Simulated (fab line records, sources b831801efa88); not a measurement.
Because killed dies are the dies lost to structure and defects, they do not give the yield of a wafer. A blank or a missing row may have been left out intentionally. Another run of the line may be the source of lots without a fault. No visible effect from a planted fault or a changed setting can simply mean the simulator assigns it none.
Which tool is to blame? :: flow sky130 :: 10 lots, 30 wafers sampled, at 7 steps of a route of 708

== WHAT THE GAUGES READ, wafer by wafer ==
SKY_METAL5_RS_MEAS_05: uses a four-point probe to measure.
lot: L652
measured: day 43 08:17
on: film metro-01
METAL5_ALCU_RS (ohm/sq): 0.0269 0.02693 0.02718

lot: L653
measured: day 43 10:14
on: film metro-04
METAL5_ALCU_RS (ohm/sq): 0.02673 0.02697 0.02744

lot: L654
measured: day 43 14:12
on: film metro-01
METAL5_ALCU_RS (ohm/sq): 0.02546 0.02752 0.02564

lot: L656
measured: day 44 08:11
on: film metro-01
METAL5_ALCU_RS (ohm/sq): 0.02546 0.02553 0.0273

lot: L662
measured: day 46 09:48
on: film metro-01
METAL5_ALCU_RS (ohm/sq): 0.02677 0.02683 0.02685

lot: L664
measured: day 46 14:32
on: film metro-01
METAL5_ALCU_RS (ohm/sq): 0.02671 0.02667 0.0272

lot: L668
measured: day 47 08:08
on: film metro-03
METAL5_ALCU_RS (ohm/sq): 0.02668 0.0269 0.02691

lot: L669
measured: day 47 15:24
on: film metro-01
METAL5_ALCU_RS (ohm/sq): 0.02642 0.02703 0.02712

lot: L670
measured: day 47 17:38
on: film metro-03
METAL5_ALCU_RS (ohm/sq): 0.0269 0.02746 0.02678

lot: L674
measured: day 48 14:48
on: film metro-04
METAL5_ALCU_RS (ohm/sq): 0.0267 0.02692 0.027

SKY_METAL5_THK_MEAS_06: measures by xrf.
lot: L652
measured: day 43 08:24
on: film metro-01
METAL5_ALCU_THK (nm): 1157 1153 1140

lot: L653
measured: day 43 10:19
on: film metro-04
METAL5_ALCU_THK (nm): 1167 1147 1128

lot: L654
measured: day 43 14:19
on: film metro-01
METAL5_ALCU_THK (nm): 1223 1128 1213

lot: L656
measured: day 44 08:18
on: film metro-01
METAL5_ALCU_THK (nm): 1226 1221 1136

lot: L662
measured: day 46 09:55
on: film metro-01
METAL5_ALCU_THK (nm): 1165 1159 1154

lot: L664
measured: day 46 14:38
on: film metro-01
METAL5_ALCU_THK (nm): 1174 1173 1146

lot: L668
measured: day 47 08:14
on: film metro-03
METAL5_ALCU_THK (nm): 1164 1165 1163

lot: L669
measured: day 47 15:30
on: film metro-01
METAL5_ALCU_THK (nm): 1171 1152 1144

lot: L670
measured: day 47 17:44
on: film metro-03
METAL5_ALCU_THK (nm): 1164 1139 1166

lot: L674
measured: day 48 14:55
on: film metro-04
METAL5_ALCU_THK (nm): 1164 1159 1151

SKY_PASSIVATION_THK_MEAS_03.
lot: L652
measured: day 44 07:28
on: film metro-03
PASSIVATION_CVD_02_THK (nm): 529 532 540

lot: L653
measured: day 44 08:44
on: film metro-03
PASSIVATION_CVD_02_THK (nm): 543 544 535

lot: L654
measured: day 44 13:10
on: film metro-04
PASSIVATION_CVD_02_THK (nm): 523 532 535

lot: L656
measured: day 45 06:43
on: film metro-02
PASSIVATION_CVD_02_THK (nm): 528 529 534

lot: L662
measured: day 47 07:18
on: film metro-02
PASSIVATION_CVD_02_THK (nm): 528 535 540

lot: L664
measured: day 47 11:57
on: film metro-04
PASSIVATION_CVD_02_THK (nm): 528 537 530

lot: L668
measured: day 48 04:01
on: film metro-03
PASSIVATION_CVD_02_THK (nm): 533 534 536

lot: L669
measured: day 48 11:11
on: film metro-04
PASSIVATION_CVD_02_THK (nm): 542 538 545

lot: L670
measured: day 48 14:05
on: film metro-02
PASSIVATION_CVD_02_THK (nm): 535 542 540

lot: L674
measured: day 49 09:50
on: film metro-03
PASSIVATION_CVD_02_THK (nm): 523 536 538

== TOOL THAT RAN EACH LOT (tool first, then ch and the chambers of the sampled wafers, then the start) ==
lot: L652
SKY_VIA2_ETCH_14: rie diel-02 ch 1,2, day 36 19:04
SKY_CAP2M_METAL_ETCH_13: rie metal-04 ch 0,1, day 41 05:15
SKY_METAL5_SPUTTER_02: pvd sputter-04, day 43 08:09
SKY_METAL5_METAL_ETCH_15: rie metal-02 ch 0,1, day 44 06:20

lot: L653
SKY_VIA2_ETCH_14: rie diel-03 ch 0,3, day 36 22:23
SKY_CAP2M_METAL_ETCH_13: rie metal-02 ch 0,1, day 41 07:59
SKY_METAL5_SPUTTER_02: pvd sputter-04, day 43 10:04
SKY_METAL5_METAL_ETCH_15: rie metal-01 ch 0,1, day 44 07:39

lot: L654
SKY_VIA2_ETCH_14: rie diel-02 ch 0,1,3, day 37 03:44
SKY_CAP2M_METAL_ETCH_13: rie metal-04 ch 0,1, day 41 11:43
SKY_METAL5_SPUTTER_02: pvd sputter-04, day 43 14:05
SKY_METAL5_METAL_ETCH_15: rie metal-04 ch 0,1, day 44 12:02

lot: L656
SKY_VIA2_ETCH_14: rie diel-02 ch 0,3, day 38 00:46
SKY_CAP2M_METAL_ETCH_13: rie metal-04 ch 0,1, day 42 07:53
SKY_METAL5_SPUTTER_02: pvd sputter-04, day 44 08:04
SKY_METAL5_METAL_ETCH_15: rie metal-01 ch 0,1, day 45 05:35

lot: L662
SKY_VIA2_ETCH_14: rie diel-02 ch 0,2, day 40 08:16
SKY_CAP2M_METAL_ETCH_13: rie metal-02 ch 0,1, day 44 11:03
SKY_METAL5_SPUTTER_02: pvd sputter-01, day 46 09:40
SKY_METAL5_METAL_ETCH_15: rie metal-04 ch 0,1, day 47 06:09

lot: L664
SKY_VIA2_ETCH_14: rie diel-02 ch 2,3, day 40 15:22
SKY_CAP2M_METAL_ETCH_13: rie metal-03 ch 0, day 44 16:04
SKY_METAL5_SPUTTER_02: pvd sputter-04, day 46 14:24
SKY_METAL5_METAL_ETCH_15: rie metal-01 ch 0,1, day 47 10:48

lot: L668
SKY_VIA2_ETCH_14: rie diel-03 ch 0,2,3, day 41 11:41
SKY_CAP2M_METAL_ETCH_13: rie metal-03 ch 0,1, day 45 10:53
SKY_METAL5_SPUTTER_02: pvd sputter-01, day 47 07:59
SKY_METAL5_METAL_ETCH_15: rie metal-02 ch 0,1, day 48 02:45

lot: L669
SKY_VIA2_ETCH_14: rie diel-01 ch 0,2,3, day 41 19:31
SKY_CAP2M_METAL_ETCH_13: rie metal-04 ch 0,1, day 45 18:29
SKY_METAL5_SPUTTER_02: pvd sputter-04, day 47 15:14
SKY_METAL5_METAL_ETCH_15: rie metal-01 ch 0,1, day 48 10:05

lot: L670
SKY_VIA2_ETCH_14: rie diel-03 ch 1,2,3, day 42 00:49
SKY_CAP2M_METAL_ETCH_13: rie metal-03 ch 0,1, day 45 21:47
SKY_METAL5_SPUTTER_02: pvd sputter-04, day 47 17:29
SKY_METAL5_METAL_ETCH_15: rie metal-01 ch 0,1, day 48 12:45

lot: L674
SKY_VIA2_ETCH_14: rie diel-01 ch 1,2,3, day 43 00:10
SKY_CAP2M_METAL_ETCH_13: rie metal-02 ch 0,1, day 46 20:02
SKY_METAL5_SPUTTER_02: pvd sputter-04, day 48 14:40
SKY_METAL5_METAL_ETCH_15: rie metal-04 ch 0,1, day 49 08:33
- SKY_VIA2_ETCH_14: etches BARC in N2/H2, stops on SiO2, time 45.9 s, target depth 60 nm.
- SKY_CAP2M_METAL_ETCH_13: etches TiN in Cl2/BCl3, stops on SiO2, target depth 220 nm, time 62.9 s.
- SKY_METAL5_SPUTTER_02: material AlCu, target thk 1150 nm, time 61.2 s.
- SKY_METAL5_METAL_ETCH_15: etches the open film in Cl2/BCl3, stops on SiO2, target depth 1260 nm, time 252 s.

== WHAT THE TOOLS THEMSELVES READ (means of the sampled wafers that have a number; where no wafer has one, the mark that the record gives instead) ==
SKY_VIA2_ETCH_14.
lot: L652
tool: rie diel-02
drypump motor current A (A): 5.73
oes product au (a.u.): 0.861
throttle valve pct (%): 13.230

lot: L653
tool: rie diel-03
drypump motor current A (A): 5.55
oes product au (a.u.): 0.858
throttle valve pct (%): 13.223

lot: L654
tool: rie diel-02
drypump motor current A (A): 5.69
oes product au (a.u.): 0.858
throttle valve pct (%): 13.232

lot: L656
tool: rie diel-02
drypump motor current A (A): 5.65
oes product au (a.u.): 0.853
throttle valve pct (%): 13.235

lot: L662
tool: rie diel-02
drypump motor current A (A): 5.67
oes product au (a.u.): 0.848
throttle valve pct (%): 13.213

lot: L664
tool: rie diel-02
drypump motor current A (A): 5.80
oes product au (a.u.): 0.865
throttle valve pct (%): 13.221

lot: L668
tool: rie diel-03
drypump motor current A (A): 5.91
oes product au (a.u.): 0.853
throttle valve pct (%): 13.213

lot: L669
tool: rie diel-01
drypump motor current A (A): 5.81
oes product au (a.u.): 0.856
throttle valve pct (%): 13.219

lot: L670
tool: rie diel-03
drypump motor current A (A): 6.08
oes product au (a.u.): 0.853
throttle valve pct (%): 13.219

lot: L674
tool: rie diel-01
drypump motor current A (A): 5.69
oes product au (a.u.): 0.853
throttle valve pct (%): 13.219

SKY_CAP2M_METAL_ETCH_13.
lot: L652
tool: rie metal-04
drypump motor current A (A): 6.3
oes product au (a.u.): 0.939
throttle valve pct (%): 21.905

lot: L653
tool: rie metal-02
drypump motor current A (A): 6.2
oes product au (a.u.): 0.961
throttle valve pct (%): 21.890

lot: L654
tool: rie metal-04
drypump motor current A (A): 6.3
oes product au (a.u.): 0.950
throttle valve pct (%): 21.903

lot: L656
tool: rie metal-04
drypump motor current A (A): 6.3
oes product au (a.u.): 0.952
throttle valve pct (%): 21.906

lot: L662
tool: rie metal-02
drypump motor current A (A): 6.1
oes product au (a.u.): 0.948
throttle valve pct (%): 21.891

lot: L664
tool: rie metal-03
drypump motor current A (A): 5.3
oes product au (a.u.): 0.942
throttle valve pct (%): 21.905

lot: L668
tool: rie metal-03
drypump motor current A (A): 5.6
oes product au (a.u.): 0.939
throttle valve pct (%): 21.892

lot: L669
tool: rie metal-04
drypump motor current A (A): 6.3
oes product au (a.u.): 0.938
throttle valve pct (%): 21.903

lot: L670
tool: rie metal-03
drypump motor current A (A): 5.5
oes product au (a.u.): 0.954
throttle valve pct (%): 21.904

lot: L674
tool: rie metal-02
drypump motor current A (A): 6.1
oes product au (a.u.): 0.938
throttle valve pct (%): 21.897

SKY_METAL5_SPUTTER_02.
lot: L652
tool: pvd sputter-04
throttle valve pct (%): 30.9

lot: L653
tool: pvd sputter-04
throttle valve pct (%): 30.4

lot: L654
tool: pvd sputter-04
throttle valve pct (%): 30.3

lot: L656
tool: pvd sputter-04
throttle valve pct (%): 30.6

lot: L662
tool: pvd sputter-01
throttle valve pct (%): 30.4

lot: L664
tool: pvd sputter-04
throttle valve pct (%): 30.3

lot: L668
tool: pvd sputter-01
throttle valve pct (%): 30.2

lot: L669
tool: pvd sputter-04
throttle valve pct (%): 30.5

lot: L670
tool: pvd sputter-04
throttle valve pct (%): 29.9

lot: L674
tool: pvd sputter-04
throttle valve pct (%): 29.5

SKY_METAL5_METAL_ETCH_15.
lot: L652
tool: rie metal-02
drypump motor current A (A): 6.2
oes product au (a.u.): 0.898
throttle valve pct (%): 22.268

lot: L653
tool: rie metal-01
drypump motor current A (A): 5.2
oes product au (a.u.): 0.894
throttle valve pct (%): 22.264

lot: L654
tool: rie metal-04
drypump motor current A (A): 6.3
oes product au (a.u.): 0.906
throttle valve pct (%): 22.261

lot: L656
tool: rie metal-01
drypump motor current A (A): 5.1
oes product au (a.u.): 0.904
throttle valve pct (%): 22.259

lot: L662
tool: rie metal-04
drypump motor current A (A): 6.3
oes product au (a.u.): 0.890
throttle valve pct (%): 22.263

lot: L664
tool: rie metal-01
drypump motor current A (A): 5.4
oes product au (a.u.): 0.891
throttle valve pct (%): 22.267

lot: L668
tool: rie metal-02
drypump motor current A (A): 6.3
oes product au (a.u.): 0.898
throttle valve pct (%): 22.253

lot: L669
tool: rie metal-01
drypump motor current A (A): 5.2
oes product au (a.u.): 0.891
throttle valve pct (%): 22.270

lot: L670
tool: rie metal-01
drypump motor current A (A): 5.2
oes product au (a.u.): 0.892
throttle valve pct (%): 22.259

lot: L674
tool: rie metal-04
drypump motor current A (A): 6.5
oes product au (a.u.): 0.894
throttle valve pct (%): 22.263

== THE ANSWER, worked out from the rows above alone ==
Rule: what is usual is taken from the lots themselves. Put in order of their means at a reading, lots are off if they are a third of the lots or fewer, leave a main group of 4 or more, and stand apart from it by a gap of 3 or more times the standard deviation of the main group's means; of several such gaps the widest counts. A main group whose means are all the same, to the digits that the tables above print for the reading, isn't used. A lot without any number at a reading at which 4 lots or more have one is off too. All remaining lots with rows at the step are treated as sound. First the gauges in route order, then the tools' own readings, where a lot's mean is used as printed above. At the first step where some lot is off, the reading lying furthest off is the one used; lots without a number count as furthest.
Off: at SKY_METAL5_RS_MEAS_05 (METAL5_ALCU_RS), L654, L656. For the main group the mean is 0.02692 ohm/sq and the standard deviation 9.2e-05.
A tool fits if, at a process step before that reading, it ran every lot that is off, and no sound lot after the first of them. The gauges at SKY_METAL5_RS_MEAS_05 are tried like those tools. Of those tried, none fits.

== WHAT THE SIMULATOR PUT IN ==
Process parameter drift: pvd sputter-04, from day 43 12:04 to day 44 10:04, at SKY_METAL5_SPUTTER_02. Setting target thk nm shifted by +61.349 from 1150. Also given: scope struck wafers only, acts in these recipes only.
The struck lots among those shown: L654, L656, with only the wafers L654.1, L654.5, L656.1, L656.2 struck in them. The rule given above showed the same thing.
